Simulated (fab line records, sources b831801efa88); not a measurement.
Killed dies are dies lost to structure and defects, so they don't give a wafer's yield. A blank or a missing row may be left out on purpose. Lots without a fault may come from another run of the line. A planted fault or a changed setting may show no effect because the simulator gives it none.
Which tool did it? | flow gf180mcu | 6 lots, 18 wafers sampled, at 2 steps of a route of 602

WHAT THE GAUGES READ, wafer by wafer
GF_NSD_CD_MEAS_07: target cd 400 nm.
lot  | measured     | on        | cd_nm (nm)
L365 | day 15 11:07 | cd_sem-01 | 397.9 397.1 398.8
L371 | day 17 06:37 | cd_sem-02 | 401.3 402.4 402.9
L374 | day 18 05:56 | cd_sem-02 | 401.0 397.5 400.1
L377 | day 19 09:45 | cd_sem-01 | 400.5 400.1 402.1
L379 | day 20 03:18 | cd_sem-01 | 396.6 397.7 395.4
L381 | day 20 16:37 | cd_sem-02 | 404.4 401.4 402.8

WHICH TOOL RAN EACH LOT (tool, then ch and the chambers of the sampled wafers, then the start)
lot  | GF_NSD_EXPOSE_04
L365 | iline_stepper-01 ch 0, day 15 00:27
L371 | iline_stepper-01 ch 0, day 16 19:13
L374 | iline_stepper-01 ch 0, day 17 17:59
L377 | iline_stepper-01 ch 0, day 18 21:12
L379 | iline_stepper-02 ch 0, day 19 15:08
L381 | iline_stepper-02 ch 0, day 20 04:38
- GF_NSD_EXPOSE_04: exposes mask Nplus, target cd 400 nm.

THE ANSWER, worked out from the rows above alone
Rule: what is usual is taken from the lots themselves. Put in order of their means at a reading, lots are off if they are a third of the lots or fewer, leave a main group of 4 or more, and stand apart from it by a gap of 3 or more times the standard deviation of the main group's means; of several such gaps the widest counts. A main group whose means are all the same, to the digits that the tables above print for the reading, isn't used. A lot without any number at a reading at which 4 lots or more have one is off too. The other lots that the step has rows for count as sound.
No lot is off at any reading shown: from this, nothing can be told.

WHAT THE SIMULATOR HAD PUT IN
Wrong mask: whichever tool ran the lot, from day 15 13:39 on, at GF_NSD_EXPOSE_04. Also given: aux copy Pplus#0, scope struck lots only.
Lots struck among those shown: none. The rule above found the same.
